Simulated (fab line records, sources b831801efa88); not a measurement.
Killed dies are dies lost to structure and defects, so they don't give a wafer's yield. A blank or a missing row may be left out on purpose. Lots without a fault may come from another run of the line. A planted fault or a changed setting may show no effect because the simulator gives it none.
A struck lot beside a sound one | flow gf180mcu | 31 steps out of a route of 602
Sound: wafers L557.4, L557.5, L557.6. Struck: wafers L548.3, L548.5, L548.6. The cause comes at the end.
At each step with rows: each side's tool, then ch and its chambers, then its first start. Under that, the readings that differ: sound wafers | struck wafers | difference of the means | sigmas: that difference in standard deviations of wafers without a fault.
alike: readings whose means differ by less than 2 such deviations, and words and numbers that are the same on both sides. not compared: withheld readings, readings that some wafer has no value for, bounds like >300 that may hide the same value, and numbers for which the record gives no deviation and whose values overlap.
The two part at a step that has a row with sigmas, a row that says differs or no value, or rows on one side only. Numbers that don't overlap but have no deviation are shown without sigmas and don't part them. A reading that every wafer of one side lacks parts them only if that side has two wafers or more.

first, 7 steps without rows for these wafers: GF_HV_LDD_DEHYDRATE_24 (time 60 s); GF_HV_LDD_HMDS_25 (prime time 60 s); GF_HV_LDD_COAT_26 (resist thk 1000 nm); GF_HV_LDD_SOFTBAKE_27 (time 60 s); GF_HV_LDD_EXPOSE_28 (exposes mask Nplus HV AREA, target cd 400 nm); GF_HV_LDD_PEB_29; GF_HV_LDD_DEVELOP_30 (develop time 60 s).
GF_HV_LDD_CD_MEAS_31: target cd 400 nm.
  sound on cd_sem-02, day 17 20:49; struck on cd_sem-01, day 14 19:03
  alike: cd_nm
GF_HV_LDD_OVL_MEAS_32:
  sound on overlay-01, day 17 20:54; struck on overlay-02, day 14 19:09
  alike: HV_LDD_02_OVL
then, 3 steps without rows for these wafers: GF_HV_LDD_IMPLANT_33; GF_HV_LDD_IMPLANT_34; GF_HV_LDD_IMPLANT_35.
GF_HV_LDD_IMPLANT_36:
  sound on implanter-03 ch 0, day 17 21:26; struck on implanter-03, day 14 19:40
  no value came back on the struck wafers for beam_energy_keV, beam_on_s (s); on the sound wafers beam_energy_keV reads 60.019 60.002 59.989
GF_HV_LDD_STRIP_37: strips in O2/N2.
  sound on plasma_asher-02 ch 0,1, day 17 21:33; struck on plasma_asher-04 ch 0,1, day 14 19:48
  alike: drypump_motor_current_A, heater_power_w, oes_product_au, platen_temp_c, strip_time_to_endpoint_s
  not compared: rf_hours_counter_h
GF_HV_LDD_TW_MEAS_38:
  sound on film_metro-01, day 17 21:39; struck on film_metro-04, day 14 19:53
  reading     | sound          | struck         | difference | sigmas
  HV_LDD_3_TW | 1435 1442 1434 | 1310 1316 1315 | -123       | -17
then, 7 steps without rows for these wafers: GF_HV_LDD_DEHYDRATE_39 (time 60 s); GF_HV_LDD_HMDS_40 (prime time 60 s); GF_HV_LDD_COAT_41 (resist thk 1000 nm); GF_HV_LDD_SOFTBAKE_42 (time 60 s); GF_HV_LDD_EXPOSE_43 (exposes mask Pplus HV AREA, target cd 400 nm); GF_HV_LDD_PEB_44; GF_HV_LDD_DEVELOP_45 (develop time 60 s).
GF_HV_LDD_CD_MEAS_46: target cd 400 nm.
  sound on cd_sem-02, day 18 21:13; struck on cd_sem-01, day 15 16:57
  alike: cd_nm
GF_HV_LDD_OVL_MEAS_47:
  sound on overlay-01, day 18 21:18; struck on overlay-01, day 15 17:02
  alike: HV_LDD_03_OVL
then, 1 step without rows for these wafers: GF_HV_LDD_IMPLANT_48.
GF_HV_LDD_STRIP_49: strips in O2/N2.
  sound on plasma_asher-02 ch 0,1, day 18 21:30; struck on plasma_asher-02 ch 0,1, day 15 17:15
  alike: drypump_motor_current_A, heater_power_w, oes_product_au, platen_temp_c, strip_time_to_endpoint_s
  not compared: rf_hours_counter_h
GF_HV_LDD_TW_MEAS_50:
  sound on film_metro-04, day 18 21:36; struck on film_metro-01, day 15 17:20
  alike: HV_LDD_4_TW
then, 1 step without rows for these wafers: GF_HV_LDD_CLEAN_51 (cleans in SC1/SC2, time 150 s).
GF_HV_LDD_RTA_52: time 10 s.
  sound on rtp_anneal-02 ch 0, day 18 21:43; struck on rtp_anneal-02 ch 0, day 15 17:27
  alike: lamp_power_pct, wafer_temp_C_max
GF_HV_LDD_RS_MEAS_53: measures by four-point-probe.
  sound on film_metro-04, day 18 21:49; struck on film_metro-01, day 15 17:32
  reading            | sound             | struck            | difference | sigmas
  HV_LDD_RS (ohm/sq) | 419.4 420.6 417.0 | 439.7 439.6 439.6 | +20.6      | +21
then, 1 step without rows for these wafers: GF_HV_LDD_CVD_54 (deposits SiO2 from TEOS, target thk 10 nm, time 75 s).

WHERE THEY PART
First at GF_HV_LDD_IMPLANT_36; last, within this record, at GF_HV_LDD_RS_MEAS_53.

WHY: what the simulator had put in
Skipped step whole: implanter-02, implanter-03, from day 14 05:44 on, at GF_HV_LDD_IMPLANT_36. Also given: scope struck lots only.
